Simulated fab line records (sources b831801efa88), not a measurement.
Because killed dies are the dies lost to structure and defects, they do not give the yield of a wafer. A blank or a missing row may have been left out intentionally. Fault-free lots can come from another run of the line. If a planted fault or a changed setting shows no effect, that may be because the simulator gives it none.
What tool caused it? -- flow sky130 -- 10 lots with 30 wafers sampled at 6 steps, on a route of 708 steps

== WHAT EACH GAUGE READ, for each wafer ==
The record holds no reading of a measuring or inspecting step that can be judged against a usual standard deviation.

== TOOL THAT RAN EACH LOT (tool first, then ch and the chambers of the sampled wafers, then the start) ==
lot,SKY_METAL4_SPUTTER_03,SKY_CAP2M_SPUTTER_02,SKY_METAL4_METAL_ETCH_18,SKY_METAL4_STRIP_19,SKY_VIA4_CMP_02,SKY_PAD_OPEN_PROBE_99
L683,"pvd-sputter-01, day 39 12:45","pvd-sputter-01, day 39 12:54","rie-metal-04 ch 0,1, day 41 13:55","plasma-asher-03 ch 0, day 41 14:05","cmp-02 ch 1,2,3, day 41 14:58","prober-02, day 45 14:14"
L685,"pvd-sputter-03, day 40 07:14","pvd-sputter-01, day 40 07:23","rie-metal-04 ch 0,1, day 42 06:23","plasma-asher-03 ch 0,1, day 42 06:34","cmp-01 ch 0,1, day 42 07:23","prober-02, day 46 04:37"
L686,"pvd-sputter-01, day 40 13:11","pvd-sputter-02, day 40 13:20","rie-metal-04 ch 0,1, day 42 13:13","plasma-asher-01 ch 0,1, day 42 13:24","cmp-02 ch 1,3, day 42 14:28","prober-01, day 46 10:59"
L687,"pvd-sputter-02, day 40 21:25","pvd-sputter-01, day 40 21:34","rie-metal-01 ch 0,1, day 42 21:33","plasma-asher-01 ch 0,1, day 42 21:44","cmp-02 ch 1,3, day 42 22:38","prober-02, day 46 18:07"
L691,"pvd-sputter-01, day 43 03:25","pvd-sputter-04, day 43 03:34","rie-metal-02 ch 0,1, day 45 00:25","plasma-asher-01 ch 0,1, day 45 00:34","cmp-02 ch 0,1,3, day 45 01:34",-
L696,"pvd-sputter-02, day 44 02:29","pvd-sputter-01, day 44 02:38","rie-metal-04 ch 0,1, day 45 22:34","plasma-asher-01 ch 0,1, day 45 22:43","cmp-02 ch 0,2,3, day 45 23:40",-
L700,"pvd-sputter-02, day 44 14:37","pvd-sputter-01, day 44 14:47","rie-metal-04 ch 0,1, day 46 10:58","plasma-asher-01 ch 0,1, day 46 11:07","cmp-01 ch 0,1,2, day 46 12:01","prober-02, day 49 20:59"
L701,"pvd-sputter-02, day 45 11:06","pvd-sputter-04, day 45 11:15","rie-metal-04 ch 0,1, day 47 05:06","plasma-asher-04 ch 0, day 47 05:17","cmp-01 ch 0,2, day 47 06:14",-
L702,"pvd-sputter-01, day 45 16:25","pvd-sputter-02, day 45 16:34","rie-metal-04 ch 0,1, day 47 10:22","plasma-asher-01 ch 0,1, day 47 10:32","cmp-02 ch 0,1,3, day 47 11:25","prober-01, day 50 16:40"
L704,"pvd-sputter-02, day 45 18:14","pvd-sputter-01, day 45 18:23","rie-metal-04 ch 0,1, day 47 10:57","plasma-asher-03 ch 0,1, day 47 11:08","cmp-01 ch 0,3, day 47 11:58",-
- SKY_METAL4_SPUTTER_03: material Ti, target thk 5 nm, time 3.3 s.
- SKY_CAP2M_SPUTTER_02: material TiN, target thk 200 nm, time 166.7 s.
- SKY_METAL4_METAL_ETCH_18: etches the open film in Cl2/BCl3, stops on SiO2, target depth 845 nm, time 183.1 s.
- SKY_METAL4_STRIP_19: strips in O2/N2.
- SKY_VIA4_CMP_02: polishes SiO2.
- SKY_PAD_OPEN_PROBE_99

== AS READ BY THE TOOLS THEMSELVES (means over the sampled wafers that have a number; for cases with no such wafer, the mark the record gives instead) ==
SKY_METAL4_SPUTTER_03.
lot,tool,throttle-valve-pct (%)
L683,pvd-sputter-01,29.9
L685,pvd-sputter-03,29.6
L686,pvd-sputter-01,29.5
L687,pvd-sputter-02,28.7
L691,pvd-sputter-01,29.6
L696,pvd-sputter-02,28.4
L700,pvd-sputter-02,28.9
L701,pvd-sputter-02,28.9
L702,pvd-sputter-01,29.1
L704,pvd-sputter-02,28.3

SKY_CAP2M_SPUTTER_02.
lot,tool,throttle-valve-pct (%)
L683,pvd-sputter-01,29.5
L685,pvd-sputter-01,30.0
L686,pvd-sputter-02,28.9
L687,pvd-sputter-01,29.0
L691,pvd-sputter-04,30.4
L696,pvd-sputter-01,29.8
L700,pvd-sputter-01,30.0
L701,pvd-sputter-04,30.5
L702,pvd-sputter-02,29.3
L704,pvd-sputter-01,29.3

SKY_METAL4_METAL_ETCH_18.
lot,tool,drypump-motor-current-A (A),he-backside-leak-sccm (sccm),oes-product-au (a.u.),rf-fwd-power-W (W),throttle-valve-pct (%)
L683,rie-metal-04,5.9,3.41,0.865,895.8,22.261
L685,rie-metal-04,5.9,3.43,0.872,850.5,22.260
L686,rie-metal-04,6.0,3.36,0.859,798.7,22.260
L687,rie-metal-01,5.8,3.33,0.870,898.8,22.261
L691,rie-metal-02,5.0,3.30,0.866,895.7,22.265
L696,rie-metal-04,6.0,3.38,0.872,896.2,22.257
L700,rie-metal-04,5.9,3.50,0.868,898.4,22.263
L701,rie-metal-04,5.9,3.49,0.870,897.9,22.269
L702,rie-metal-04,5.9,3.51,0.857,895.2,22.258
L704,rie-metal-04,6.0,3.54,0.866,898.1,22.274

SKY_METAL4_STRIP_19.
lot,tool,drypump-motor-current-A (A),n2-flow-sccm (sccm),oes-product-au (a.u.),strip-time-to-endpoint-s (s)
L683,plasma-asher-03,6.2,299.8,0.496,6.33
L685,plasma-asher-03,6.0,300.7,0.505,6.64
L686,plasma-asher-01,5.4,300.0,0.516,6.89
L687,plasma-asher-01,5.3,300.7,0.505,6.52
L691,plasma-asher-01,5.3,299.8,0.503,6.58
L696,plasma-asher-01,5.4,300.4,0.496,6.39
L700,plasma-asher-01,5.3,300.8,0.496,6.41
L701,plasma-asher-04,5.9,300.6,0.495,6.44
L702,plasma-asher-01,5.3,299.7,0.499,6.47
L704,plasma-asher-03,6.1,300.5,0.497,6.44

SKY_VIA4_CMP_02.
lot,tool,head-pressure-psi (psi),motor-current-A (A),platen-rpm (rpm),slurry-flow-ml-min
L683,cmp-02,4.001,11.3,59.99,149.8
L685,cmp-01,4.006,10.9,59.98,149.9
L686,cmp-02,4.003,11.1,60.02,149.6
L687,cmp-02,3.988,11.0,60.02,150.4
L691,cmp-02,4.002,11.3,59.97,150.5
L696,cmp-02,4.004,11.4,59.99,150.5
L700,cmp-01,4.002,11.5,60.00,149.8
L701,cmp-01,4.006,11.3,60.01,150.1
L702,cmp-02,4.011,11.0,60.00,149.4
L704,cmp-01,3.995,11.1,60.00,149.7

SKY_PAD_OPEN_PROBE_99.
lot,tool,defect-limited-yield (%),killed_at_M0_to_M3,killed_at_M4_up,killed-at-contacts,killed-at-front-end,killed-at-other,killed-dies,killed-open,killed-short,sort_bin_3_pad_short (%),sort_bin_5_function (%),sort_bin_6_memory (%),sort-n-pass,sort-yield-pct (%)
L683,prober-02,80.9,47,4.0,23,19,0.3,94,53,41,0.9,10.9,7.3,398,80.9
L685,prober-02,82.0,44,3.0,27,14,0.7,89,48,40,1.0,10.1,6.9,403,82.0
L686,prober-01,82.2,44,4.3,23,17,0.3,88,52,35,1.1,9.8,6.9,404,82.2
L687,prober-02,81.1,45,4.0,24,20,0.3,93,46,47,1.5,10.4,7.0,399,81.1
L700,prober-02,81.2,45,3.0,26,19,0.3,93,53,40,1.2,10.8,6.8,399,81.2
L702,prober-01,82.2,43,2.7,25,15,1.3,88,48,39,1.1,10.6,6.2,404,82.2

== THE ANSWER, worked out from the rows above alone ==
Rule: what is usual is taken from the lots themselves. The widest of any qualifying gaps counts: lots, ordered by their means at a reading, are off when they make up no more than a third of the lots, leave a main group of 4 or more, and stand apart from it by 3 or more times the standard deviation of that group's means. The tables above print the reading to a certain number of digits; a main group whose means all agree to those digits is not used. A lot without any number at a reading at which 4 lots or more have one is off too. Any other lot the step has rows for is counted as sound. Order of review: gauges by route order, followed by the tools' own readings, for which a lot's mean as printed above is used. The first step at which some lot is off is used, and at that step the reading that is off furthest; a lot without a number counts as furthest.
Off, at SKY_METAL4_METAL_ETCH_18 on rf-fwd-power-W: L685, L686. For the main group the mean is 897.0 W and the standard deviation 1.3.
A tool fits if, at that step or a process step before it, it ran every lot that is off, and no sound lot after the first of them. Not one of the candidates tried fits.

== WHAT THE SIMULATOR HAD INSERTED ==
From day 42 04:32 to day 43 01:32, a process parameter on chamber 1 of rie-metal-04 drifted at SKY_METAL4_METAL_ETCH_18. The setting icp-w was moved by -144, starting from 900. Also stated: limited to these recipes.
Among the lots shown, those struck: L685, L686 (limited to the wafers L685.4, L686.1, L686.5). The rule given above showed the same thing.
